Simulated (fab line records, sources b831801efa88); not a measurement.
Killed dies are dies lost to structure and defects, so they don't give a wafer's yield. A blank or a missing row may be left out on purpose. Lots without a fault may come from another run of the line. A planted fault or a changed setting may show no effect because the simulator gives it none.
fab line records | flow gf180mcu
record lots=5 wafers=15 last_day=32
route steps=602 shown DUAL_GATE@156 POLY_GATE@157 HV_LDD@176
lots that met no fault: from a run of the same line without faults
start_h: hours from the record's first day to the start of the lot's first wafer shown | wait_h: hours since the lot's step before | " the same as in the row above | L1.1+2: a row that stands for several wafers | - no value, or no start given | * or withheld: withheld | < > ~ a bound
route shown NAME@n: a module of which the file shows steps, and the number in the route of the first | usual: mean/standard deviation of fault-free wafers | same: alike in all rows | chamber/n: place in a boat | sites: the reading at each site | _std_site: their standard deviation | _edge_site: outer sites' mean less inner sites' | radius_mm: how far each site lies from the wafer's centre | mask NAME#n: copy n | behind: the tool/chamber that last shaped the wafer | hold: why the lot was held/for how many hours/how that ended | device: the transistor (n, p or np) that didn't switch | end of line: the same wafers' tests at the end of the route | a step without rows: its recipe alone | killed: dies lost to structure and defects at the first sort, not the wafer's yield | map: a wafer's dies, x killed, . not, _ none there
set.NAME: the setting as run; set.NAME@STEP: as run at that earlier step | model.NAME: the simulator's own value behind a step, which no gauge read
lots at some steps of the route; a table a step, a row a wafer
services: from which hour (start_h, from the record's first day; less than 0 if before it) a tool's chamber was out of use, for how many hours, and why
## steps
# step GF_DUAL_GATE_OXIDATION_15
# recipe temp_c=850 ambient=O2 stabilise_s=600 purge_s=300 target_thk_a=70.98 ox_time_s=1995
# usual spike_tc_bottom_C=867/3.8 tube_center_temp_C_max=852.2/0.35
# columns lot.wafer tool chamber start_h wait_h spike_tc_bottom_C tube_center_temp_C_max
L076.1 furnace-02 0 190.54 3.2 863 852.1
L076.2 " 0 " " 862 852.0
L076.4 " 0 " " 863 852.6
L077.2 furnace-02 0 204.30 6.8 862 852.3
L077.3 " 0 " " 864 852.2
L077.6 " 0 " " 863 852.0
L081.2 furnace-02 0 230.01 0.5 864 852.0
L081.3 " 0 " " 862 852.7
L081.5 " 0 " " 864 852.3
L083.1 furnace-02 0 241.52 0.0 862 852.1
L083.5 " 0 " " 863 851.6
L083.6 " 0 " " 864 852.1
L088.2 furnace-01 0 273.05 2.3 869 853.1
L088.4 " 0 " " 870 852.3
L088.5 " 0 " " 871 852.0
# step GF_POLY_GATE_CVD_00
# recipe material=poly-Si target_thk_nm=200 temp_c=620 time_s=1200 pressure_mtorr=200
# usual pressure_mtorr=200.0/0.38 spike_tc_bottom_C=640.0/1.7
# columns lot.wafer tool chamber start_h wait_h pressure_mtorr spike_tc_bottom_C
L076.1 lpcvd-02 1 192.10 0.0 200.6 639.1
L076.2 " 1 " " 200.5 638.7
L076.4 " 1 " " 199.6 639.6
L077.2 lpcvd-01 1 205.85 0.0 200.2 639.6
L077.3 " 1 " " 200.1 639.2
L077.6 " 1 " " 200.3 638.8
L081.2 lpcvd-02 0 231.56 0.0 200.0 643.0
L081.3 " 0 " " 200.8 642.3
L081.5 " 0 " " 200.2 644.5
L083.1 lpcvd-02 0 243.07 0.0 200.5 642.2
L083.5 " 0 " " 200.5 644.4
L083.6 " 0 " " 200.1 643.7
L088.2 lpcvd-01 1 274.61 0.0 199.4 639.5
L088.4 " 1 " " 200.2 638.8
L088.5 " 1 " " 200.6 638.9
# step GF_POLY_GATE_THK_MEAS_01
# recipe reads=poly-Si_of_POLY_GATE_CVD_00
# usual POLY_GATE_CVD_00_THK=199.8/2.1
# columns lot.wafer tool chamber start_h wait_h POLY_GATE_CVD_00_THK[nm]
L076.1 film_metro-01 - 193.43 0.0 200.6
L076.2 " - " " 199.9
L076.4 " - " " 201.7
L077.2 film_metro-01 - 207.19 0.0 199.6
L077.3 " - " " 202.1
L077.6 " - " " 202.1
L081.2 film_metro-04 - 232.91 0.0 201.0
L081.3 " - " " 200.1
L081.5 " - " " 199.3
L083.1 film_metro-03 - 244.40 0.0 200.4
L083.5 " - " " 201.3
L083.6 " - " " 201.0
L088.2 film_metro-03 - 276.62 0.0 200.2
L088.4 " - " " 199.1
L088.5 " - " " 199.3
# step GF_POLY_GATE_DEHYDRATE_02
# recipe temp_c=200 time_s=60
# columns lot.wafer tool chamber start_h wait_h
L076.1+2+4 litho_track-04 0 200.72 7.3
L077.2+3+6 litho_track-03 0 213.72 6.5
L081.2+3+5 litho_track-01 0 241.58 8.7
L083.1+5+6 litho_track-04 0 252.37 8.0
L088.2+4+5 litho_track-03 0 286.02 9.4
# step GF_POLY_GATE_HMDS_03
# recipe prime_time_s=60 prime_temp_c=120
# columns lot.wafer tool chamber start_h wait_h
L076.1+2+4 litho_track-04 0 200.87 0.1
L077.2+3+6 litho_track-03 0 213.87 0.1
L081.2+3+5 litho_track-01 0 241.73 0.1
L083.1+5+6 litho_track-04 0 252.52 0.1
L088.2+4+5 litho_track-03 0 286.17 0.1
# step GF_POLY_GATE_COAT_04
# recipe resist=BARC temp_c=withheld time_s=withheld spin_rpm=withheld resist_thk_nm=withheld
# usual dispense_pressure_kPa=55.6/0.56
# columns lot.wafer tool chamber start_h wait_h dispense_pressure_kPa
L076.1 litho_track-04 0 201.02 0.1 55.9
L076.2 " 0 " " 55.9
L076.4 " 0 " " 55.9
L077.2 litho_track-03 0 214.02 0.1 54.9
L077.3 " 0 " " 54.9
L077.6 " 0 " " 54.9
L081.2 litho_track-01 0 241.88 0.1 56.3
L081.3 " 0 " " 56.3
L081.5 " 0 " " 56.3
L083.1 litho_track-04 0 252.67 0.1 55.9
L083.5 " 0 " " 55.9
L083.6 " 0 " " 55.9
L088.2 litho_track-03 0 286.32 0.1 54.9
L088.4 " 0 " " 55.0
L088.5 " 0 " " 55.0
# step GF_POLY_GATE_COAT_05
# recipe resist=KrF spin_rpm=withheld resist_thk_nm=700
# usual dispense_pressure_kPa=55.6/0.56
# columns lot.wafer tool chamber start_h wait_h dispense_pressure_kPa
L076.1 litho_track-04 0 - - 55.8
L076.2 " 0 " " 55.9
L076.4 " 0 " " 55.9
L077.2 litho_track-03 0 - - 55.0
L077.3 " 0 " " 54.9
L077.6 " 0 " " 54.9
L081.2 litho_track-01 0 - - 56.3
L081.3 " 0 " " 56.3
L081.5 " 0 " " 56.3
L083.1 litho_track-04 0 - - 55.9
L083.5 " 0 " " 55.9
L083.6 " 0 " " 55.9
L088.2 litho_track-03 0 - - 54.9
L088.4 " 0 " " 55.0
L088.5 " 0 " " 55.0
# step GF_POLY_GATE_SOFTBAKE_06
# recipe temp_c=130 time_s=60 resist=KrF
# columns lot.wafer tool chamber start_h wait_h
L076.1+2+4 litho_track-04 0 - -
L077.2+3+6 litho_track-03 0 - -
L081.2+3+5 litho_track-01 0 - -
L083.1+5+6 litho_track-04 0 - -
L088.2+4+5 litho_track-03 0 - -
# step GF_POLY_GATE_EXPOSE_07
# recipe mask_id=Poly2 target_cd_nm=280 na=0.68 source_shape=conventional sigma_outer=0.6 dose_mj=28
# columns lot.wafer tool chamber start_h wait_h mask
L076.1+2+4 krf_scanner-01 0 - - Poly2#0
L077.2+3+6 krf_scanner-01 0 - - Poly2#0
L081.2+3+5 krf_scanner-01 0 - - Poly2#0
L083.1+5+6 krf_scanner-01 0 - - Poly2#0
L088.2+4+5 krf_scanner-01 0 - - Poly2#0
# step GF_POLY_GATE_PEB_08
# recipe peb_temp_c=135 peb_time_s=90 resist=KrF
# columns lot.wafer tool chamber start_h wait_h
L076.1+2+4 litho_track-04 0 - -
L077.2+3+6 litho_track-01 0 - -
L081.2+3+5 litho_track-01 0 - -
L083.1+5+6 litho_track-03 0 - -
L088.2+4+5 litho_track-01 0 - -
# step GF_POLY_GATE_DEVELOP_09
# recipe develop_time_s=60 resist=KrF dev_temp_c=21
# columns lot.wafer tool chamber start_h wait_h
L076.1+2+4 litho_track-04 0 209.32 0.2
L077.2+3+6 litho_track-01 0 223.73 0.2
L081.2+3+5 litho_track-01 0 251.23 0.2
L083.1+5+6 litho_track-03 0 262.64 0.2
L088.2+4+5 litho_track-01 0 295.73 0.2
# step GF_POLY_GATE_CD_MEAS_10
# recipe target_cd_nm=280
# usual cd_nm=279.7/1.1
# columns lot.wafer tool chamber start_h wait_h cd_nm
L076.1 cd_sem-01 - 209.47 0.1 279.4
L076.2 " - " " 278.7
L076.4 " - " " 280.5
L077.2 cd_sem-02 - 223.88 0.1 281.1
L077.3 " - " " 281.3
L077.6 " - " " 278.5
L081.2 cd_sem-01 - 251.38 0.1 281.9
L081.3 " - " " 281.8
L081.5 " - " " 281.7
L083.1 cd_sem-02 - 262.79 0.1 281.0
L083.5 " - " " 280.5
L083.6 " - " " 279.9
L088.2 cd_sem-01 - 295.88 0.1 277.1
L088.4 " - " " 278.3
L088.5 " - " " 278.4
# step GF_POLY_GATE_OVL_MEAS_11
# usual POLY_GATE_OVL=5/6.5
# columns lot.wafer tool chamber start_h wait_h POLY_GATE_OVL[nm]
L076.1 overlay-01 - 209.59 0.1 13
L076.2 " - " " 9
L076.4 " - " " 8
L077.2 overlay-02 - 223.98 0.1 9
L077.3 " - " " 15
L077.6 " - " " 12
L081.2 overlay-01 - 251.48 0.1 -3
L081.3 " - " " 5
L081.5 " - " " 6
L083.1 overlay-02 - 262.91 0.1 -4
L083.5 " - " " -1
L083.6 " - " " -6
L088.2 overlay-01 - 295.98 0.1 -4
L088.4 " - " " -4
L088.5 " - " " 3
# step GF_POLY_GATE_ETCH_12
# recipe chemistry=N2/H2 target_depth_a=withheld overetch_a=withheld time_s=withheld target=BARC ion_energy_ev=200 source_w=500 bias_w=100 pressure_mtorr=30 n2_flow_sccm=100 h2_flow_sccm=200
# usual drypump_motor_current_A=5.8/0.52 oes_product_au=0.735/0.0043 throttle_valve_pct=13.215/0.0085
# columns lot.wafer tool chamber start_h wait_h drypump_motor_current_A oes_product_au throttle_valve_pct
L076.1 rie_diel-03 1 209.62 0.0 5.2 0.734 13.214
L076.2 " 2 " " 4.8 0.731 13.214
L076.4 " 3 " " 5.3 0.736 13.202
L077.2 rie_diel-03 1 224.01 0.0 5.2 0.731 13.219
L077.3 " 3 " " 5.2 0.727 13.205
L077.6 " 2 " " 4.9 0.728 13.223
L081.2 rie_diel-02 0 251.51 0.0 5.7 0.740 13.212
L081.3 " 2 " " 6.7 0.742 13.209
L081.5 " 2 " " 6.7 0.735 13.206
L083.1 rie_diel-01 3 262.95 0.0 6.0 0.733 13.218
L083.5 " 1 " " 5.7 0.733 13.227
L083.6 " 0 " " 6.1 0.729 13.233
L088.2 rie_diel-03 2 296.01 0.0 4.8 0.743 13.233
L088.4 " 0 " " 6.1 0.732 13.207
L088.5 " 2 " " 4.8 0.737 13.217
# step GF_POLY_GATE_ETCH_13
# recipe target=poly-Si target_depth_nm=198.5 stop_on=SiO2 over_etch_frac=0.403 chemistry=HBr/Cl2 icp_w=400 bias_w=100 pressure_mtorr=10 HBr_flow_sccm=150 Cl2_flow_sccm=50 time_s=69.6
# usual drypump_motor_current_A=5.4/0.47 oes_product_au=0.991/0.0077 throttle_valve_pct=33.685/0.0082
# columns lot.wafer tool chamber start_h wait_h drypump_motor_current_A oes_product_au rf_hours_counter_h throttle_valve_pct
L076.1 rie_si-01 0 209.67 - 5.0 1.001 63 33.682
L076.2 " 1 " " 5.9 0.990 90 33.670
L076.4 " 0 " " 5.0 0.997 - 33.681
L077.2 rie_si-02 1 224.06 - 6.1 0.998 74 33.684
L077.3 " 2 " " 5.4 0.990 116 33.690
L077.6 " 3 " " 4.9 0.975 - 33.676
L081.2 rie_si-02 3 251.56 - 4.9 0.987 2 33.686
L081.3 " 2 " " 5.4 0.997 0 33.683
L081.5 " 2 " " 5.4 0.991 - 33.681
L083.1 rie_si-02 1 263.00 - 6.1 0.988 74 33.675
L083.5 " 3 " " 4.9 0.977 - 33.697
L083.6 " 0 " " 5.4 1.004 - 33.684
L088.2 rie_si-02 2 296.06 - 5.4 0.979 0 33.691
L088.4 " 1 " " 6.1 0.992 75 33.685
L088.5 " 3 " " 4.9 0.983 - 33.690
# step GF_POLY_GATE_STRIP_14
# recipe chemistry=O2/N2 power_w=1400 pressure_mtorr=1500 platen_temp_c=250 o2_flow_sccm=3000 n2_flow_sccm=300 overash_fraction=0.5
# usual drypump_motor_current_A=5.8/0.45 heater_power_w=350/28 oes_product_au=0.504/0.0043 platen_temp_c=249.99/0.17
# columns lot.wafer tool chamber start_h wait_h drypump_motor_current_A heater_power_w oes_product_au platen_temp_c rf_hours_counter_h
L076.1 plasma_asher-03 0 209.73 0.0 6.5 380 0.504 250.05 52
L076.2 " 1 " " 5.5 318 0.499 249.81 52
L076.4 " 0 " " 6.5 388 0.510 250.25 -
L077.2 plasma_asher-02 0 224.12 0.0 6.4 401 0.505 249.76 56
L077.3 " 0 " " 6.4 384 0.504 250.05 -
L077.6 " 1 " " 5.6 319 0.502 249.95 -
L081.2 plasma_asher-02 0 251.62 0.0 6.4 400 0.507 250.11 60
L081.3 " 0 " " 6.4 392 0.505 250.15 -
L081.5 " 1 " " 5.6 316 0.505 249.73 -
L083.1 plasma_asher-02 0 263.06 0.0 6.4 389 0.505 249.98 61
L083.5 " 1 " " 5.6 328 0.513 249.80 -
L083.6 " 0 " " 6.4 396 0.506 250.22 -
L088.2 plasma_asher-02 1 296.12 0.0 5.6 323 0.505 250.09 64
L088.4 " 0 " " 6.4 396 0.502 249.96 -
L088.5 " 1 " " 5.6 310 0.507 249.87 -
# step GF_POLY_GATE_CLEAN_15
# recipe chemistry=SC1/SC2 mix=1:4:20 temp_c=70 time_s=150 dry=n2_spin
# columns lot.wafer tool chamber start_h wait_h
L076.1+2+4 wet_bench-02 0 209.83 0.1
L077.2+3+6 wet_bench-02 1 224.22 0.1
L081.2+3+5 wet_bench-01 1 251.72 0.1
L083.1+5+6 wet_bench-03 0 263.16 0.1
L088.2+4+5 wet_bench-02 1 296.22 0.1
# step GF_POLY_GATE_OXIDATION_16
# recipe temp_c=850 ambient=O2 stabilise_s=600 purge_s=300 target_thk_a=40 ox_time_s=899
# usual spike_tc_bottom_C=866/3.6 tube_center_temp_C_max=852.2/0.37
# columns lot.wafer tool chamber start_h wait_h spike_tc_bottom_C tube_center_temp_C_max
L076.1 furnace-02 0 211.01 1.1 862 853.3
L076.2 " 0 " " 865 851.9
L076.4 " 0 " " 863 852.4
L077.2 furnace-02 0 224.63 0.4 863 851.8
L077.3 " 0 " " 863 852.1
L077.6 " 0 " " 864 852.1
L081.2 furnace-02 0 253.31 1.5 863 851.9
L081.3 " 0 " " 864 852.6
L081.5 " 0 " " 863 851.8
L083.1 furnace-02 0 263.21 0.0 864 852.6
L083.5 " 0 " " 863 851.9
L083.6 " 0 " " 865 853.1
L088.2 furnace-02 0 296.28 0.0 865 852.0
L088.4 " 0 " " 862 851.7
L088.5 " 0 " " 862 852.1
# step GF_POLY_GATE_THK_MEAS_17
# recipe reads=SiO2_of_POLY_GATE_OXIDATION_16
# usual POLY_GATE_OXIDATION_THK=4.02/0.062
# columns lot.wafer tool chamber start_h wait_h POLY_GATE_OXIDATION_THK[nm]
L076.1 film_metro-04 - 212.26 0.0 4.08
L076.2 " - " " 4.06
L076.4 " - " " 4.07
L077.2 film_metro-03 - 225.89 0.0 4.03
L077.3 " - " " 4.03
L077.6 " - " " 4.02
L081.2 film_metro-04 - 254.57 0.0 3.97
L081.3 " - " " 4.05
L081.5 " - " " 4.12
L083.1 film_metro-01 - 264.46 0.0 3.98
L083.5 " - " " 4.03
L083.6 " - " " 3.99
L088.2 film_metro-04 - 297.54 0.0 3.98
L088.4 " - " " 4.05
L088.5 " - " " 3.97
# step GF_POLY_GATE_CD_MEAS_18
# usual cd_nm=279.2/1.7
# columns lot.wafer tool chamber start_h wait_h cd_nm
L076.1 cd_sem-02 - 212.32 0.1 278.3
L076.2 " - " " 277.9
L076.4 " - " " 277.2
L077.2 cd_sem-02 - 225.97 0.1 282.5
L077.3 " - " " 283.7
L077.6 " - " " 277.9
L081.2 cd_sem-02 - 254.64 0.1 281.0
L081.3 " - " " 281.6
L081.5 " - " " 281.4
L083.1 cd_sem-02 - 264.52 0.1 285.2
L083.5 " - " " 278.9
L083.6 " - " " 282.7
L088.2 cd_sem-02 - 297.61 0.1 278.5
L088.4 " - " " 279.5
L088.5 " - " " 279.4
# step GF_HV_LDD_DEHYDRATE_00
# recipe temp_c=200 time_s=60
# columns lot.wafer tool chamber start_h wait_h
L076.1+2+4 litho_track-01 0 220.71 8.4
L077.2+3+6 litho_track-03 0 233.72 7.7
L081.2+3+5 litho_track-01 0 264.03 9.4
L083.1+5+6 litho_track-02 0 272.99 8.4
L088.2+4+5 litho_track-01 0 307.28 9.6
# step GF_HV_LDD_HMDS_01
# recipe prime_time_s=60 prime_temp_c=120
# columns lot.wafer tool chamber start_h wait_h
L076.1+2+4 litho_track-01 0 220.86 0.1
L077.2+3+6 litho_track-03 0 233.87 0.1
L081.2+3+5 litho_track-01 0 264.18 0.1
L083.1+5+6 litho_track-02 0 273.14 0.1
L088.2+4+5 litho_track-01 0 307.43 0.1
# step GF_HV_LDD_COAT_02
# recipe resist=NOVOLAK spin_rpm=3000 resist_thk_nm=1000
# usual dispense_pressure_kPa=52/5.3
# columns lot.wafer tool chamber start_h wait_h dispense_pressure_kPa
L076.1 litho_track-01 0 221.01 0.1 56
L076.2 " 0 " " 56
L076.4 " 0 " " 56
L077.2 litho_track-03 0 234.02 0.1 55
L077.3 " 0 " " 55
L077.6 " 0 " " 55
L081.2 litho_track-01 0 264.33 0.1 56
L081.3 " 0 " " 56
L081.5 " 0 " " 56
L083.1 litho_track-02 0 273.29 0.1 44
L083.5 " 0 " " 44
L083.6 " 0 " " 44
L088.2 litho_track-01 0 307.58 0.1 56
L088.4 " 0 " " 56
L088.5 " 0 " " 56
# step GF_HV_LDD_SOFTBAKE_03
# recipe temp_c=90 time_s=60 resist=NOVOLAK
# columns lot.wafer tool chamber start_h wait_h
L076.1+2+4 litho_track-01 0 221.16 0.1
L077.2+3+6 litho_track-03 0 234.17 0.1
L081.2+3+5 litho_track-01 0 264.48 0.1
L083.1+5+6 litho_track-02 0 273.44 0.1
L088.2+4+5 litho_track-01 0 307.73 0.1
# step GF_HV_LDD_EXPOSE_04
# recipe mask_id=Nplus_LV_AREA target_cd_nm=400 na=0.6 source_shape=conventional sigma_outer=0.6 dose_mj=140
# columns lot.wafer tool chamber start_h wait_h mask
L076.1+2+4 iline_stepper-01 0 - - Nplus_LV_AREA#0
L077.2+3+6 iline_stepper-02 0 - - Nplus_LV_AREA#0
L081.2+3+5 iline_stepper-02 0 - - Nplus_LV_AREA#0
L083.1+5+6 iline_stepper-02 0 - - Nplus_LV_AREA#0
L088.2+4+5 iline_stepper-02 0 - - Nplus_LV_AREA#0
# step GF_HV_LDD_PEB_05
# recipe temp_c=withheld time_s=* resist=NOVOLAK
# columns lot.wafer tool chamber start_h wait_h
L076.1+2+4 litho_track-02 0 - -
L077.2+3+6 litho_track-02 0 - -
L081.2+3+5 litho_track-01 0 - -
L083.1+5+6 litho_track-02 0 - -
L088.2+4+5 litho_track-02 0 - -
# step GF_HV_LDD_DEVELOP_06
# recipe develop_time_s=60 dev_temp_c=23
# columns lot.wafer tool chamber start_h wait_h
L076.1+2+4 litho_track-02 0 230.04 0.1
L077.2+3+6 litho_track-02 0 243.41 0.1
L081.2+3+5 litho_track-01 0 275.13 0.1
L083.1+5+6 litho_track-02 0 283.24 0.1
L088.2+4+5 litho_track-02 0 317.31 0.1
# step GF_HV_LDD_CD_MEAS_07
# recipe target_cd_nm=400
# usual cd_nm=400.1/2
# columns lot.wafer tool chamber start_h wait_h cd_nm
L076.1 cd_sem-02 - 230.19 0.1 400.6
L076.2 " - " " 399.6
L076.4 " - " " 400.5
L077.2 cd_sem-02 - 243.56 0.1 402.6
L077.3 " - " " 400.8
L077.6 " - " " 401.5
L081.2 cd_sem-01 - 275.28 0.1 399.7
L081.3 " - " " 398.4
L081.5 " - " " 398.9
L083.1 cd_sem-01 - 283.39 0.1 399.9
L083.5 " - " " 402.8
L083.6 " - " " 404.2
L088.2 cd_sem-01 - 317.46 0.1 400.7
L088.4 " - " " 398.1
L088.5 " - " " 399.8
# step GF_HV_LDD_OVL_MEAS_08
# usual HV_LDD_OVL=1.1/1.3
# columns lot.wafer tool chamber start_h wait_h HV_LDD_OVL[nm]
L076.1 overlay-01 - 230.31 0.1 1.6
L076.2 " - " " 1.5
L076.4 " - " " 0.9
L077.2 overlay-02 - 243.66 0.1 1.0
L077.3 " - " " 1.0
L077.6 " - " " 0.9
L081.2 overlay-01 - 275.38 0.1 1.9
L081.3 " - " " 1.9
L081.5 " - " " 1.8
L083.1 overlay-01 - 283.51 0.1 0.4
L083.5 " - " " 2.8
L083.6 " - " " 2.2
L088.2 overlay-01 - 317.56 0.1 3.3
L088.4 " - " " 3.7
L088.5 " - " " 3.6
# step GF_HV_LDD_IMPLANT_09
# recipe species=As energy_kev=40 dose_cm2=1e+14 tilt_deg=7
# usual beam_on_s=10.01/0.21
# columns lot.wafer tool chamber start_h wait_h beam_on_s
L076.1 implanter-01 0 230.34 0.0 10.16
L076.2 " 0 " " 9.89
L076.4 " 0 " " 9.76
L077.2 implanter-03 0 243.72 0.0 10.12
L077.3 " 0 " " 9.76
L077.6 " 0 " " 10.08
L081.2 implanter-01 0 275.44 0.0 10.19
L081.3 " 0 " " 10.01
L081.5 " 0 " " 10.00
L083.1 implanter-01 0 283.54 0.0 10.31
L083.5 " 0 " " 9.85
L083.6 " 0 " " 9.80
L088.2 implanter-01 0 317.62 0.0 9.80
L088.4 " 0 " " 9.87
L088.5 " 0 " " 9.94
# step GF_HV_LDD_STRIP_10
# recipe chemistry=O2/N2 power_w=1400 pressure_mtorr=1500 platen_temp_c=250 o2_flow_sccm=3000 n2_flow_sccm=300 overash_fraction=0.5
# usual drypump_motor_current_A=5.9/0.5 heater_power_w=340/41 oes_product_au=0.715/0.0048 platen_temp_c=250.00/0.17 strip_time_to_endpoint_s=12.62/0.038
# columns lot.wafer tool chamber start_h wait_h drypump_motor_current_A heater_power_w oes_product_au platen_temp_c rf_hours_counter_h strip_time_to_endpoint_s
L076.1 plasma_asher-03 1 230.49 0.1 5.4 314 0.715 249.84 55 12.69
L076.2 " 0 " " 6.5 380 0.709 249.80 55 12.65
L076.4 " 1 " " 5.4 320 0.712 249.87 - 12.61
L077.2 plasma_asher-03 1 243.84 0.1 5.4 327 0.720 249.92 56 12.65
L077.3 " 0 " " 6.5 380 0.710 249.99 - 12.64
L077.6 " 0 " " 6.5 382 0.724 249.92 - 12.60
L081.2 plasma_asher-03 0 275.56 0.1 6.5 390 0.718 250.14 59 12.59
L081.3 " 0 " " 6.5 378 0.712 249.94 - 12.60
L081.5 " 1 " " 5.5 322 0.722 250.16 - 12.59
L083.1 plasma_asher-04 0 283.69 0.1 5.4 287 0.714 250.16 19 12.61
L083.5 " 1 " " 5.3 290 0.723 249.83 - 12.63
L083.6 " 0 " " 5.4 289 0.716 250.32 - 12.60
L088.2 plasma_asher-02 1 317.74 0.1 5.6 327 0.717 249.92 66 12.66
L088.4 " 0 " " 6.4 395 0.722 250.13 - 12.65
L088.5 " 1 " " 5.6 328 0.712 249.90 - 12.65
# step GF_HV_LDD_TW_MEAS_11
# usual HV_LDD_TW=2386/10
# columns lot.wafer tool chamber start_h wait_h HV_LDD_TW
L076.1 film_metro-04 - 230.59 0.1 2380
L076.2 " - " " 2378
L076.4 " - " " 2363
L077.2 film_metro-03 - 243.95 0.1 2396
L077.3 " - " " 2402
L077.6 " - " " 2389
L081.2 film_metro-04 - 275.67 0.1 2387
L081.3 " - " " 2377
L081.5 " - " " 2387
L083.1 film_metro-03 - 283.79 0.1 2385
L083.5 " - " " 2396
L083.6 " - " " 2383
L088.2 film_metro-02 - 317.92 0.1 2391
L088.4 " - " " 2374
L088.5 " - " " 2374
# step GF_HV_LDD_DEHYDRATE_12
# recipe temp_c=200 time_s=60
# columns lot.wafer tool chamber start_h wait_h
L076.1+2+4 litho_track-02 0 238.79 8.2
L077.2+3+6 litho_track-03 0 252.17 8.2
L081.2+3+5 litho_track-02 0 285.41 9.7
L083.1+5+6 litho_track-02 0 293.24 9.4
L088.2+4+5 litho_track-02 0 327.96 10.0
# step GF_HV_LDD_HMDS_13
# recipe prime_time_s=60 prime_temp_c=120
# columns lot.wafer tool chamber start_h wait_h
L076.1+2+4 litho_track-02 0 238.94 0.1
L077.2+3+6 litho_track-03 0 252.32 0.1
L081.2+3+5 litho_track-02 0 285.56 0.1
L083.1+5+6 litho_track-02 0 293.39 0.1
L088.2+4+5 litho_track-02 0 328.11 0.1
# step GF_HV_LDD_COAT_14
# recipe resist=NOVOLAK spin_rpm=3000 resist_thk_nm=1000
# usual dispense_pressure_kPa=50/5.6
# columns lot.wafer tool chamber start_h wait_h dispense_pressure_kPa
L076.1 litho_track-02 0 239.09 0.1 44
L076.2 " 0 " " 44
L076.4 " 0 " " 44
L077.2 litho_track-03 0 252.47 0.1 55
L077.3 " 0 " " 55
L077.6 " 0 " " 55
L081.2 litho_track-02 0 285.71 0.1 44
L081.3 " 0 " " 44
L081.5 " 0 " " 44
L083.1 litho_track-02 0 293.54 0.1 44
L083.5 " 0 " " 44
L083.6 " 0 " " 44
L088.2 litho_track-02 0 328.26 0.1 44
L088.4 " 0 " " 44
L088.5 " 0 " " 44
# step GF_HV_LDD_SOFTBAKE_15
# recipe temp_c=90 time_s=60 resist=NOVOLAK
# columns lot.wafer tool chamber start_h wait_h
L076.1+2+4 litho_track-02 0 239.24 0.1
L077.2+3+6 litho_track-03 0 252.62 0.1
L081.2+3+5 litho_track-02 0 285.86 0.1
L083.1+5+6 litho_track-02 0 293.69 0.1
L088.2+4+5 litho_track-02 0 328.41 0.1
# step GF_HV_LDD_EXPOSE_16
# recipe mask_id=Pplus_LV_AREA target_cd_nm=400 na=0.6 source_shape=conventional sigma_outer=0.6 dose_mj=140
# columns lot.wafer tool chamber start_h wait_h mask
L076.1+2+4 iline_stepper-02 0 - - Pplus_LV_AREA#0
L077.2+3+6 iline_stepper-02 0 - - Pplus_LV_AREA#0
L081.2+3+5 iline_stepper-01 0 - - Pplus_LV_AREA#0
L083.1+5+6 iline_stepper-02 0 - - Pplus_LV_AREA#0
L088.2+4+5 iline_stepper-02 0 - - Pplus_LV_AREA#0
# step GF_HV_LDD_PEB_17
# recipe temp_c=withheld time_s=* resist=NOVOLAK
# columns lot.wafer tool chamber start_h wait_h
L076.1+2+4 litho_track-01 0 - -
L077.2+3+6 litho_track-02 0 - -
L081.2+3+5 litho_track-03 0 - -
L083.1+5+6 litho_track-01 0 - -
L088.2+4+5 litho_track-02 0 - -
# step GF_HV_LDD_DEVELOP_18
# recipe develop_time_s=60 dev_temp_c=23
# columns lot.wafer tool chamber start_h wait_h
L076.1+2+4 litho_track-01 0 248.66 0.1
L077.2+3+6 litho_track-02 0 262.31 0.1
L081.2+3+5 litho_track-03 0 295.07 0.1
L083.1+5+6 litho_track-01 0 303.81 0.1
L088.2+4+5 litho_track-02 0 338.56 0.1
# step GF_HV_LDD_CD_MEAS_19
# recipe target_cd_nm=400
# usual cd_nm=399.1/2.1
# columns lot.wafer tool chamber start_h wait_h cd_nm
L076.1 cd_sem-02 - 248.81 0.1 397.6
L076.2 " - " " 397.5
L076.4 " - " " 398.7
L077.2 cd_sem-02 - 262.46 0.1 396.1
L077.3 " - " " 396.0
L077.6 " - " " 395.6
L081.2 cd_sem-02 - 295.21 0.1 399.3
L081.3 " - " " 399.8
L081.5 " - " " 399.3
L083.1 cd_sem-02 - 303.96 0.1 398.9
L083.5 " - " " 399.6
L083.6 " - " " 399.3
L088.2 cd_sem-01 - 338.71 0.1 398.7
L088.4 " - " " 399.4
L088.5 " - " " 399.4
## services
# columns tool chamber start_h hours kind
krf_scanner-01 - 167.92 4.4 pm
plasma_asher-03 - 168.31 15.6 pm
krf_scanner-01 - 172.61 1.0 pm
plasma_asher-02 - 177.66 2.8 pm
furnace-02 - 178.70 3.5 pm
furnace-02 - 182.16 4.5 pm
plasma_asher-03 - 183.91 14.6 pm
rie_si-02 - 185.33 14.6 pm
krf_scanner-01 - 189.46 5.2 repair
plasma_asher-03 - 198.51 2.8 pm
krf_scanner-01 - 208.61 4.7 repair
iline_stepper-02 - 208.95 4.4 pm
furnace-02 - 213.66 9.5 pm
krf_scanner-01 - 217.53 1.3 pm
rie_diel-03 0 217.88 3.2 repair
krf_scanner-01 - 230.07 6.2 repair
krf_scanner-01 - 238.45 0.8 pm
implanter-01 - 238.90 3.0 repair
iline_stepper-02 - 255.38 11.1 repair
krf_scanner-01 - 263.87 12.5 repair
lpcvd-02 - 280.04 1.1 repair
rie_diel-03 0 284.52 6.8 repair
wet_bench-02 - 307.86 2.7 repair
implanter-01 - 332.66 0.5 repair
## key
fault none
